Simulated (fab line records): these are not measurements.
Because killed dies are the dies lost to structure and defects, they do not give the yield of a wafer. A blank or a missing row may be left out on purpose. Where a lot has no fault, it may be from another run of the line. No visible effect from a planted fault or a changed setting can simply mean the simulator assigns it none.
2 desks looking at one fault | flow sky130 | numbers are kept per desk, each desk with only its own; the story behind them comes last

## AT THE METROLOGY DESK
Lot by lot, what the gauges showed, no matter which tool ran the lot: averages of those sampled wafers that carry a number. A lot is out of limits, marked OUT, if its mean lies more than 4 standard deviations from the usual mean; the brackets give that distance.
Columns: A = LI_CONTACT_HDPCVD_THK at SKY_LI_CONTACT_THK_MEAS_01, usual 933 nm
lot  | first seen here | A
L399 | day 27 20:55    | 936
L400 | day 28 03:17    | 927
L403 | day 29 08:22    | 934
L404 | day 30 00:38    | 926
L407 | day 30 18:41    | 931
L409 | day 30 23:59    | 921
L410 | day 31 09:47    | 926
L415 | day 34 07:46    | 933
L418 | day 34 11:02    | 924
L419 | day 34 12:16    | 928
L420 | day 34 18:14    | 945
L421 | day 34 23:11    | 942
This desk found nothing out of limits on any of the 12 lots.

## DESK OF THE TOOL OWNER: rie-diel-03
The tool's own readings at SKY_LI_CONTACT_ETCH_15 (etches PSG in C4F8/O2/Ar, stops on Si, target depth 600 nm): means of the sampled wafers that have a number, for each lot that ran on this tool. A lot is out of limits, marked OUT, if its mean lies more than 4 standard deviations from the usual mean; the brackets give that distance.
Columns: A = oes-product-au at SKY_LI_CONTACT_ETCH_15, usual 0.837 a.u.
lot  | first seen here | A
L400 | day 29 07:49    | 0.837
L403 | day 30 12:43    | 0.840
L404 | day 31 04:16    | 0.835
L407 | day 31 22:27    | 0.790 (-11) OUT
L409 | day 32 03:51    | 0.811 (-6.3) OUT
L410 | day 32 14:00    | 0.809 (-6.9) OUT
L419 | day 35 14:43    | 0.839
This desk's finding: out of limits on L407, L409, L410; first on L407, day 31 22:27 (oes-product-au at SKY_LI_CONTACT_ETCH_15). L400, L403, L404, L419: within limits.

## PUT TOGETHER
An alarm could have come from the tool owner's desk at day 31 22:27, on L407, L409, L410.
From the metrology desk's view, nothing was out of limits.
The metrology desk has L407, L409, L410 on record, within its limits.
Every lot named ran SKY_LI_CONTACT_ETCH_15 on rie-diel-03.

## WHAT HAD BEEN PUT IN BY THE SIMULATOR
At SKY_LI_CONTACT_ETCH_15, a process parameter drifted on rie-diel-03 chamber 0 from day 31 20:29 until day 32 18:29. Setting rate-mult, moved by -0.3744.
Lots struck among those shown: L407, L409, L410.
Each desk's first reading out of limits, in hours after the fault started: the tool owner's desk, 2.
